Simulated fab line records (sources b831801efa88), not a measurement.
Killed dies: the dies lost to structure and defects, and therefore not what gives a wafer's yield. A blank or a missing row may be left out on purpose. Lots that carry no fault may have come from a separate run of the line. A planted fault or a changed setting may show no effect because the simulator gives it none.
Which tool did it?	flow gf180mcu	13 lots with 39 wafers sampled at 6 steps, on a route of 602 steps

== WHAT EACH GAUGE READ, for each wafer ==
GF_VT_IMPLANT_RS_MEAS_49: measures by four-point-probe.
lot	measured	on	MVPSD_RS (ohm/sq)
L571	day 8 08:08	film_metro-02	1170.9 1166.7 1168.8
L572	day 8 18:01	film_metro-04	1167.9 1170.4 1168.0
L573	day 8 23:16	film_metro-04	1171.4 1170.7 1169.1
L574	day 9 07:26	film_metro-03	1166.4 1162.8 1164.8
L575	day 9 14:10	film_metro-04	1170.4 1167.8 1168.1
L579	day 10 18:38	film_metro-04	1171.9 1169.9 1169.8
L582	day 11 15:27	film_metro-02	1165.7 1166.1 1166.3
L584	day 12 04:01	film_metro-03	1167.1 1161.8 1165.5
L585	day 12 15:05	film_metro-03	1168.4 1165.9 1165.9
L589	day 13 14:25	film_metro-03	1168.9 1168.8 1170.6
L590	day 13 18:27	film_metro-02	1167.1 1168.7 1165.8
L591	day 14 02:08	film_metro-03	1171.0 1173.3 1169.7
L594	day 14 22:31	film_metro-04	1172.2 1173.4 1168.7

GF_HV_LDD_TW_MEAS_23.
lot	measured	on	HV_LDD_2_TW
L571	day 12 01:41	film_metro-02	1032 1029 1031
L572	day 12 14:56	film_metro-04	1056 1055 1055
L573	day 12 19:58	film_metro-03	1063 1054 1062
L574	day 13 02:50	film_metro-02	1033 1024 1024
L575	day 13 08:53	film_metro-04	1054 1051 1052
L579	day 14 18:47	film_metro-03	1057 1060 1062
L582	day 15 14:04	film_metro-03	1066 1062 1065
L584	day 16 03:50	film_metro-03	1064 1058 1055
L585	day 16 15:44	film_metro-02	1037 1028 1031
L589	day 17 17:30	film_metro-04	1050 1045 1047
L590	day 17 22:43	film_metro-02	1030 1035 1040
L591	day 18 07:49	film_metro-03	1056 1056 1063
L594	day 19 06:00	film_metro-04	1050 1051 1058

GF_HV_LDD_TW_MEAS_38.
lot	measured	on	HV_LDD_3_TW
L571	day 12 23:14	film_metro-02	1403 1391 1403
L572	day 13 12:00	film_metro-02	1398 1402 1398
L573	day 13 17:19	film_metro-02	1399 1400 1396
L574	day 14 00:37	film_metro-04	1425 1428 1430
L575	day 14 06:38	film_metro-03	1448 1437 1438
L579	day 15 17:46	film_metro-03	1433 1446 1450
L582	day 16 14:43	film_metro-03	1435 1441 1442
L584	day 17 04:23	film_metro-04	1469 1458 1468
L585	day 17 16:08	film_metro-03	1476 1473 1476
L589	day 18 18:21	film_metro-04	1420 1423 1417
L590	day 18 23:34	film_metro-03	1445 1438 1439
L591	day 19 07:49	film_metro-02	1407 1406 1407
L594	day 20 08:29	film_metro-04	1423 1433 1438

GF_HV_LDD_RS_MEAS_53: measures by four-point-probe.
lot	measured	on	HV_LDD_RS (ohm/sq)
L571	day 13 20:47	film_metro-04	420.4 419.7 419.8
L572	day 14 09:57	film_metro-03	419.0 419.3 418.5
L573	day 14 15:52	film_metro-02	419.0 421.2 419.6
L574	day 14 23:10	film_metro-02	418.9 417.9 418.6
L575	day 15 04:34	film_metro-04	418.4 418.8 418.5
L579	day 16 16:43	film_metro-04	419.2 417.8 419.5
L582	day 17 15:12	film_metro-04	421.4 419.8 420.0
L584	day 18 05:25	film_metro-03	411.5 411.3 411.6
L585	day 18 17:16	film_metro-02	411.9 413.4 412.7
L589	day 19 19:52	film_metro-02	419.8 419.0 419.8
L590	day 20 01:01	film_metro-02	420.1 418.5 418.2
L591	day 20 09:27	film_metro-03	417.2 417.9 418.2
L594	day 21 09:41	film_metro-03	419.8 419.1 419.7

GF_HV_LDD_THK_MEAS_55.
lot	measured	on	HV_LDD_CVD_54_THK (nm)
L571	day 13 22:25	film_metro-02	10.10 9.98 9.99
L572	day 14 11:04	film_metro-03	10.07 10.09 10.10
L573	day 14 17:27	film_metro-03	9.88 9.81 9.91
L574	day 15 00:18	film_metro-03	9.99 10.16 10.22
L575	day 15 05:42	film_metro-04	9.81 9.85 9.76
L579	day 16 17:52	film_metro-02	10.27 10.11 10.18
L582	day 17 16:20	film_metro-03	9.79 9.91 9.85
L584	day 18 07:04	film_metro-04	10.15 10.22 10.15
L585	day 18 18:23	film_metro-03	9.92 10.00 9.98
L589	day 19 20:58	film_metro-04	9.93 10.03 9.96
L590	day 20 02:09	film_metro-03	9.97 10.00 9.94
L591	day 20 10:35	film_metro-04	9.95 9.97 10.09
L594	day 21 10:49	film_metro-02	9.88 9.88 9.88

== TOOL THAT RAN EACH LOT (tool first, then ch and the chambers of the sampled wafers, then the start) ==
lot	GF_HV_LDD_IMPLANT_36
L571	implanter-01 ch 0, day 12 23:00
L572	implanter-02 ch 0, day 13 11:47
L573	implanter-03 ch 0, day 13 17:05
L574	implanter-01 ch 0, day 14 00:22
L575	implanter-03 ch 0, day 14 06:23
L579	implanter-02 ch 0, day 15 17:32
L582	implanter-01 ch 0, day 16 14:28
L584	implanter-01 ch 0, day 17 04:08
L585	implanter-01 ch 0, day 17 15:54
L589	implanter-03 ch 0, day 18 18:09
L590	implanter-02 ch 0, day 18 23:19
L591	implanter-03 ch 0, day 19 07:34
L594	implanter-02 ch 0, day 20 08:16
- GF_HV_LDD_IMPLANT_36

== AS READ BY THE TOOLS THEMSELVES (means over the sampled wafers that have a number; for cases with no such wafer, the mark the record gives instead) ==
GF_HV_LDD_IMPLANT_36.
lot	tool	beam_on_s (s)	faraday_current_uA
L571	implanter-01	10.00	41.1
L572	implanter-02	10.11	40.7
L573	implanter-03	9.79	41.9
L574	implanter-01	9.84	41.8
L575	implanter-03	10.08	40.8
L579	implanter-02	9.89	41.6
L582	implanter-01	10.10	40.7
L584	implanter-01	13.68	30.1
L585	implanter-01	13.58	30.3
L589	implanter-03	10.12	40.7
L590	implanter-02	10.05	40.9
L591	implanter-03	10.26	40.1
L594	implanter-02	10.06	40.9

== THE ANSWER, worked out from the rows above alone ==
Rule: the usual values come from the lots themselves. Put in order of their means at a reading, lots are off if they are a third of the lots or fewer, leave a main group of 4 or more, and stand apart from it by a gap of 3 or more times the standard deviation of the main group's means; of several such gaps the widest counts. A main group whose means are all the same, to the digits that the tables above print for the reading, isn't used. Also off: a lot with no number at a reading for which 4 or more lots have one. Any other lot the step has rows for is counted as sound. First the gauges in route order, then the tools' own readings, where a lot's mean is used as printed above. At the first step where some lot is off, the reading lying furthest off is the one used; lots without a number count as furthest.
Off: L584, L585, seen at GF_HV_LDD_RS_MEAS_53 (HV_LDD_RS). Main group: mean 419.2 ohm/sq, sd 0.74.
A tool fits if, at a process step before that reading, it ran every lot that is off, and no sound lot after the first of them. Not tried: the gauges at GF_HV_LDD_RS_MEAS_53; whatever is off there is also off at GF_HV_LDD_IMPLANT_36, on other tools, and gauge error can't account for it. One fits: implanter-01 at GF_HV_LDD_IMPLANT_36. Its last sound lot is L582 (day 16 14:28), its first lot that is off L584 (day 17 04:08): a fault that began between those two fits.
The tool's own readings at GF_HV_LDD_IMPLANT_36 bear it out: on the lots that are off they differ by more than 5 times the standard deviation of the sound lots' means. beam_on_s reads 13.63 s there against 10.03 s on the sound lots; faraday_current_uA reads 30.2 there against 41.0 on the sound lots.

== WHAT THE SIMULATOR PUT IN ==
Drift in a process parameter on implanter-01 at GF_HV_LDD_IMPLANT_36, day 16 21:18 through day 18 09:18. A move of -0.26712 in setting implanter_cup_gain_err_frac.
Shown lots that were struck: L584, L585. The rule above found the same.
